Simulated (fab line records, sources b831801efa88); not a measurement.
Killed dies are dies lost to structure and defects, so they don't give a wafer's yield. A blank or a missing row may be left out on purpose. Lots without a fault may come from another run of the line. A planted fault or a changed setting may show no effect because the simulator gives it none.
Which tool did it? | flow sky130 | 11 lots, 33 wafers sampled, at 2 steps of a route of 708

WHAT THE GAUGES READ, wafer by wafer
SKY_SONOS_TUNNEL_CD_MEAS_07: target cd 410 nm.
lot  | measured     | on        | cd_nm (nm)
L820 | day 11 07:49 | cd_sem-02 | 412.0 412.0 411.7
L821 | day 11 15:55 | cd_sem-02 | 415.9 414.7 413.0
L822 | day 12 00:16 | cd_sem-02 | 411.9 412.5 410.7
L823 | day 12 15:04 | cd_sem-02 | 411.7 411.6 410.7
L824 | day 13 09:48 | cd_sem-01 | 408.9 408.8 410.6
L826 | day 13 11:31 | cd_sem-01 | 408.7 409.0 411.0
L828 | day 13 22:45 | cd_sem-01 | 410.5 411.6 408.9
L833 | day 15 14:59 | cd_sem-02 | - - -
L837 | day 17 02:27 | cd_sem-01 | 407.6 407.0 405.2
L842 | day 18 11:22 | cd_sem-02 | 407.1 408.6 407.9
L843 | day 19 02:52 | cd_sem-01 | 410.1 412.1 407.9

WHICH TOOL RAN EACH LOT (tool, then ch and the chambers of the sampled wafers, then the start)
lot  | SKY_SONOS_TUNNEL_EXPOSE_04
L820 | iline_stepper-01 ch 0, day 10 19:50
L821 | iline_stepper-02 ch 0, day 11 04:29
L822 | iline_stepper-02 ch 0, day 11 13:13
L823 | iline_stepper-02 ch 0, day 12 03:14
L824 | iline_stepper-01 ch 0, day 12 21:08
L826 | iline_stepper-01 ch 0, day 12 22:34
L828 | iline_stepper-02 ch 0, day 13 10:28
L833 | iline_stepper-01 ch 0, day 15 01:14
L837 | iline_stepper-01 ch 0, day 16 12:59
L842 | iline_stepper-01 ch 0, day 17 21:23
L843 | iline_stepper-01 ch 0, day 18 11:58
- SKY_SONOS_TUNNEL_EXPOSE_04: exposes mask TUNM, target cd 410 nm.

THE ANSWER, worked out from the rows above alone
Rule: what is usual is taken from the lots themselves. Put in order of their means at a reading, lots are off if they are a third of the lots or fewer, leave a main group of 4 or more, and stand apart from it by a gap of 3 or more times the standard deviation of the main group's means; of several such gaps the widest counts. A main group whose means are all the same, to the digits that the tables above print for the reading, isn't used. A lot without any number at a reading at which 4 lots or more have one is off too. The other lots that the step has rows for count as sound.
Off: L833, at SKY_SONOS_TUNNEL_CD_MEAS_07 (cd_nm). Without a number there: L833. The main group: mean 410.3 nm, standard deviation 2.1.
A tool fits if, at a process step before that reading, it ran every lot that is off, and no sound lot after the first of them. The gauges at SKY_SONOS_TUNNEL_CD_MEAS_07 are tried like those tools. None of those tried fits.

WHAT THE SIMULATOR HAD PUT IN
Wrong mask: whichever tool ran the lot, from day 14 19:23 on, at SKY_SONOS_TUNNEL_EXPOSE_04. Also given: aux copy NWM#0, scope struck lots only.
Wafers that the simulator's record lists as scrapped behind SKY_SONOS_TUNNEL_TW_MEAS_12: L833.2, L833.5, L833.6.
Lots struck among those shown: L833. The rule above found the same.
